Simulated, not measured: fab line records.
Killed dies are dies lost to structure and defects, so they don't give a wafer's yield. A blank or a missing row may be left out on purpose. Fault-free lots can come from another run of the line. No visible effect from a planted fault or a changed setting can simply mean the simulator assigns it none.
Which tool was responsible? | flow gf180mcu | 17 wafers from 6 lots sampled at 2 of the route's 602 steps

== WHAT THE GAUGES READ, wafer by wafer ==
GF_VT_IMPLANT_RS_MEAS_47: a four-point-probe measurement.
lot  | measured     | on            | NWELL_RS (ohm/sq)
L328 | day 7 19:50  | film_metro-04 | 489.9 489.5 489.1
L330 | day 8 07:34  | film_metro-03 | 489.2 489.2 489.2
L332 | day 8 23:35  | film_metro-03 | 488.6 486.8 488.8
L339 | day 10 22:11 | film_metro-03 | 502.5 502.1
L343 | day 12 02:14 | film_metro-03 | 490.8 490.1 489.6
L346 | day 12 20:47 | film_metro-04 | 485.4 488.6 486.3

== WHAT TOOL EACH LOT RAN ON (gives the tool, then ch and the chambers of the sampled wafers, and finally the start) ==
lot  | GF_NWELL_IMPLANT_08
L328 | implanter-03 ch 0, day 3 11:44
L330 | implanter-02 ch 0, day 3 21:54
L332 | implanter-01 ch 0, day 4 09:27
L339 | implanter-01 ch 0, day 6 02:07
L343 | implanter-02 ch 0, day 7 00:38
L346 | implanter-03 ch 0, day 7 15:36
- GF_NWELL_IMPLANT_08

== THE ANSWER, worked out from the rows above alone ==
Rule: the lots themselves supply what counts as usual. The widest of any qualifying gaps counts: lots, ordered by their means at a reading, are off when they make up no more than a third of the lots, leave a main group of 4 or more, and stand apart from it by 3 or more times the standard deviation of that group's means. The tables above print the reading to a certain number of digits; a main group whose means all agree to those digits is not used. A lot without any number at a reading at which 4 lots or more have one is off too. Where the step has rows for the other lots, those lots are counted as sound.
Off: at GF_VT_IMPLANT_RS_MEAS_47 (NWELL_RS), L339. Main group: mean 488.7 ohm/sq, sd 1.2.
If a tool, at a process step before that reading, ran all the lots that are off and no sound lot after the first of them, it fits. The gauges at GF_VT_IMPLANT_RS_MEAS_47 are tried like those tools. One candidate fits, namely implanter-01 at GF_NWELL_IMPLANT_08. A fault onset in the window from L332 (day 4 09:27, its last sound lot) to L339 (day 6 02:07, its first lot off) fits.

== WHAT THE SIMULATOR PUT IN ==
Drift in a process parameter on implanter-01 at GF_NWELL_IMPLANT_08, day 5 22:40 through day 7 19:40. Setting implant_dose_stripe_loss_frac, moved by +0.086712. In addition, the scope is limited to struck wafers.
Struck lots among those shown: L339. Same finding as the rule above.
